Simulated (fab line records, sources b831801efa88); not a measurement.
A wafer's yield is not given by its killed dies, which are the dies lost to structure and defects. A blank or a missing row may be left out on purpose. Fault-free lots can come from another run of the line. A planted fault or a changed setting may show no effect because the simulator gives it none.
Comparing a struck lot with a sound one	flow gf180mcu	11 out of 602 route steps
Sound: the wafers L876.2, L876.3, L876.5. The struck wafers were L871.1, L871.3, L871.6. The cause is named last.
For every step that has rows: the tool of each side, followed by ch and its chambers, followed by its first start. Under that, the readings that differ: sound wafers	struck wafers	difference of the means	sigmas: that difference in standard deviations of wafers without a fault.
alike: a reading whose means differ by less than 2 such deviations, as well as words and numbers matching on both sides. not compared: withheld readings; readings where some wafer has no value; bounds like >300 that might hide an equal value; numbers whose values overlap and for which the record gives no deviation.
Wherever a step has rows on one side only, a row that says differs or no value, or a row with sigmas, the two part there. Numbers that don't overlap but have no deviation are shown without sigmas and don't part them. Lack of a reading on every wafer of one side parts them only where that side has two or more wafers.

GF_STI_BOW_MEAS_00:
  struck on film-metro-03, day 3 22:00; sound on film-metro-04, day 4 23:01
  alike: INCOMING_BOW
then, 1 step without rows for these wafers: GF_STI_OXIDATION_01 (stabilise 600 s, purge 300 s, target thk 10 nm).
GF_STI_THK_MEAS_02:
  struck on film-metro-01, day 3 23:31; sound on film-metro-01, day 5 00:31
  alike: STI_OXIDATION_THK
then, 1 step without rows for these wafers: GF_STI_CVD_03 (deposits Si3N4 from DCS/NH3, target thk 207.16 nm, time 3551 s).
GF_STI_THK_MEAS_04:
  struck on film-metro-04, day 4 02:34; sound on film-metro-01, day 5 02:34
reading	sound	struck	difference	sigmas
STI_CVD_03_THK (nm)	210.9 211.3 211.7	206.1 206.0 205.7	-5.4	-2
then, 4 steps without rows for these wafers: GF_STI_DEHYDRATE_05 (time 60 s); GF_STI_HMDS_06 (prime time 60 s); GF_STI_COAT_07 (resist thk 700 nm); GF_STI_SOFTBAKE_08 (time 60 s).
GF_STI_EXPOSE_09: exposes mask COMP, target cd 220 nm.
  struck on krf-scanner-02, day 4 09:29; sound on krf-scanner-02 ch 0, day 5 09:49
  no value came back on the struck wafers for exposure-dose-mJ-cm2, focus-offset-nm (nm), stage-vel-mm-s (mm/s); on the sound wafers exposure-dose-mJ-cm2 reads 28.042 28.052 28.035
  alike: mask
then, 1 step without rows for these wafers: GF_STI_PEB_10 (peb time 90 s).

WHERE THEY PART
Last at GF_STI_EXPOSE_09 as far as this record goes, first at GF_STI_THK_MEAS_04.

WHY: the cause the simulator had injected
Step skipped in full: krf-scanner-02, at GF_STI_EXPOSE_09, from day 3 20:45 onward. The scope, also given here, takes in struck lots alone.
